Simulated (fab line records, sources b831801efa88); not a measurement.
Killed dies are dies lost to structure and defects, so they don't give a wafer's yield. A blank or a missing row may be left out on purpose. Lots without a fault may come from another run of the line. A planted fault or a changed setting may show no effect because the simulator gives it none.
Split-lot experiment | flow sfq_line | 5 lots, 18 wafers read, on a route of 325 steps

THE SPLIT
At SFQ_TRILAYER_M4_LITHO_COAT_093 (resist thk 600 nm), the setting resist_thk_nm was moved away from the recipe's 600 nm on 5 of the 18 wafers read, by -3.6% to +2.3%. The other wafers ran this setting at the recipe's value.

FROM THE SPLIT TO THE READING: what the file shows between them, 3 steps
- SFQ_TRILAYER_M4_LITHO_SOFTBAKE_097
- SFQ_TRILAYER_M4_LITHO_EXPOSE_094: exposes mask M4, target cd 500 nm
- SFQ_TRILAYER_M4_BARC_OPEN_METAL_ETCH_123: etches BARC in O2, target depth 125 nm, time 41.7 s

THE READING
KrF_of_TRILAYER_M4_LITHO_COAT_093.thk_nm (the simulator's own value, which no gauge read), in nm, at SFQ_TRILAYER_M4_ETCH_METAL_ETCH_096 (etches Nb in Cl2/Ar, stops on SiO2, target depth 240 nm, time 120 s). The file gives no usual value for it. The 13 wafers here that ran the recipe average 380.5 nm, standard deviation 2.9 nm.

wafer  | tool, chamber at the split | resist_thk_nm as run, nm | against the recipe | KrF_of_TRILAYER_M4_LITHO_COAT_093.thk_nm, nm | against lot-mates on the recipe
L074.2 | litho_track-04, 0          | 578.5                    | -3.6%              | 361.3                                        | -22.1
L074.3 | litho_track-04, 0          | 600                      | recipe             | 382.7                                        | -
L074.4 | litho_track-04, 0          | 600                      | recipe             | 382.9                                        | -
L074.5 | litho_track-04, 0          | 578.5                    | -3.6%              | 358.6                                        | -24.8
L074.6 | litho_track-04, 0          | 600                      | recipe             | 384.7                                        | -
L076.2 | litho_track-03, 0          | 600                      | recipe             | 378.9                                        | -
L076.4 | litho_track-03, 0          | 589.6                    | -1.7%              | 367                                          | -11.9
L080.2 | litho_track-02, 0          | 600                      | recipe             | 376.4                                        | -
L080.3 | litho_track-02, 0          | 600                      | recipe             | 375.4                                        | -
L080.6 | litho_track-02, 0          | 600                      | recipe             | 376.4                                        | -
L083.2 | litho_track-03, 0          | 600                      | recipe             | 379.3                                        | -
L083.4 | litho_track-03, 0          | 614                      | +2.3%              | 395.4                                        | +16.1
L083.5 | litho_track-03, 0          | 614                      | +2.3%              | 393.3                                        | +14.0
L084.1 | litho_track-04, 0          | 600                      | recipe             | 382.7                                        | -
L084.3 | litho_track-04, 0          | 600                      | recipe             | 383.5                                        | -
L084.4 | litho_track-04, 0          | 600                      | recipe             | 381.6                                        | -
L084.5 | litho_track-04, 0          | 600                      | recipe             | 379.5                                        | -
L084.6 | litho_track-04, 0          | 600                      | recipe             | 382.2                                        | -

THE FIT
A straight line over all 18 wafers: KrF_of_TRILAYER_M4_LITHO_COAT_093.thk_nm changes by +5.93 nm for each +1% of resist_thk_nm; r = +0.96; the points scatter about the line by 2.8 nm.
The same after taking each lot's own level away (the mean of its wafers on the recipe; 18 wafers): +6.54 nm for each +1%; r = +0.99; scatter 1.1 nm.
On that fit, the largest move of resist_thk_nm shifts the reading by 23 nm.
The lots' own levels span 376.07 to 383.43 nm, that is 2.5 times the standard deviation above.
So the lot-to-lot level changes the slope little: the two slopes agree.
Check: with one of the wafers moved furthest among these (-3.6%) left out of the fit, the line predicts -24.2 nm for it against its lot-mates. It came out at -22.1 nm against them.

OTHER SPLITS ON THESE WAFERS
These wafers also went through other splits before the reading. Each is held against what the fit with the lots' levels taken away leaves over:
other split on the same wafers                      | wafers away from the commonest value | r with KrF_of_TRILAYER_M4_LITHO_COAT_093.thk_nm (lot level and that fit taken away)
SFQ_TRILAYER_I2_VIA_BARC_OPEN_VIA_ETCH_096 source_w | 6                                    | -0.02
SFQ_TRILAYER_I2_VIA_ETCH_VIA_ETCH_070 bias_w        | 5                                    | -0.34
SFQ_TRILAYER_M3_LITHO_COAT_075 spin_rpm             | 6                                    | -0.01
SFQ_TRILAYER_M3_BARC_OPEN_METAL_ETCH_100 bias_w     | 9                                    | +0.01
SFQ_TRILAYER_I3_VIA_LITHO_COAT_085 spin_rpm         | 7                                    | +0.26
SFQ_TRILAYER_I3_VIA_BARC_OPEN_VIA_ETCH_121 source_w | 7                                    | -0.08
SFQ_TRILAYER_M4_DEP_SPUTTER_091 power_w             | 2                                    | -0.32

THE WHOLE CHAIN: every reading that the file lists as answering this split, in the file's order
step                                | what it does                                                        | reading                                                                                   | change (the file's fit)              | r (the file's)
SFQ_TRILAYER_M4_LITHO_COAT_093      | resist thk 600 nm                                                   | KrF_of_TRILAYER_M4_LITHO_COAT_093.thk_nm (the simulator's own value, which no gauge read) | +6.31 nm for each +1% of the setting | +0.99
SFQ_TRILAYER_M4_ETCH_METAL_ETCH_096 | etches Nb in Cl2/Ar, stops on SiO2, target depth 240 nm, time 120 s | KrF_of_TRILAYER_M4_LITHO_COAT_093.thk_nm (the simulator's own value, which no gauge read) | +6.55 nm for each +1% of the setting | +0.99

THE FILE'S OWN FIT
KrF_of_TRILAYER_M4_LITHO_COAT_093.thk_nm changes by +6.55 nm for each +1% of resist_thk_nm, r = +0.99.
